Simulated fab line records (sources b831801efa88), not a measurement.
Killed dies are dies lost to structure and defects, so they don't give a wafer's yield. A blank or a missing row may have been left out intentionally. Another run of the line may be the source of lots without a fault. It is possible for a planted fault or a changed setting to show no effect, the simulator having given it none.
Which tool did it?    flow gf180mcu    Sampling: 12 lots, 36 wafers, 2 of 602 route steps

== WHAT THE GAUGES SHOWED, per wafer ==
GF_V1_THK_MEAS_25: measures by xrf.
lot   measured      on            V1_W_THK (nm)
L075  day 18 12:26  filmMetro-01  353 352 355
L077  day 19 09:21  filmMetro-03  357 358 361
L079  day 20 07:49  filmMetro-01  354 351 362
L081  day 21 02:22  filmMetro-02  352 347 347
L083  day 21 17:10  filmMetro-03  353 356 355
L085  day 22 11:09  filmMetro-01  349 355 351
L087  day 23 03:35  filmMetro-02  350 348 349
L089  day 23 20:55  filmMetro-01  354 350 354
L091  day 24 09:28  filmMetro-01  350 352 353
L093  day 25 01:29  filmMetro-03  353 354 355
L095  day 25 16:12  filmMetro-01  345 347 350
L097  day 26 05:29  filmMetro-01  358 355 357

== TOOL THAT RAN EACH LOT (tool first, then ch and the chambers of the sampled wafers, then the start) ==
lot   GF_V1_ETCH_17
L075  rieDiel-04 ch 1,2, day 18 12:26 or earlier
L077  rieDiel-02 ch 0,1, day 19 09:21 or earlier
L079  rieDiel-04 ch 1,2,3, day 20 07:49 or earlier
L081  rieDiel-02 ch 0,2,3, day 21 02:22 or earlier
L083  rieDiel-04 ch 0,3, day 21 17:10 or earlier
L085  rieDiel-01 ch 0,1,2, day 22 11:09 or earlier
L087  rieDiel-02 ch 1,2,3, day 23 03:35 or earlier
L089  rieDiel-02 ch 0,1, day 23 20:55 or earlier
L091  rieDiel-01 ch 1,2,3, day 24 09:28 or earlier
L093  rieDiel-01 ch 0,1, day 25 01:29 or earlier
L095  rieDiel-04 ch 1,3, day 25 16:12 or earlier
L097  rieDiel-02 ch 0,1,3, day 26 05:29 or earlier
- GF_V1_ETCH_17: etches SiO2 in C4F8/O2/Ar, stops on TiN, target depth 630 nm.

== THE ANSWER, worked out from the rows above alone ==
Rule: the lots themselves supply what counts as usual. Put in order of their means at a reading, lots are off if they are a third of the lots or fewer, leave a main group of 4 or more, and stand apart from it by a gap of 3 or more times the standard deviation of the main group's means; of several such gaps the widest counts. A main group whose means are all the same, to the digits that the tables above print for the reading, isn't used. A lot without any number at a reading at which 4 lots or more have one is off too. The other lots that the step has rows for count as sound.
No lot is off at any reading shown: from this, nothing can be told.

== WHAT THE SIMULATOR HAD PUT IN ==
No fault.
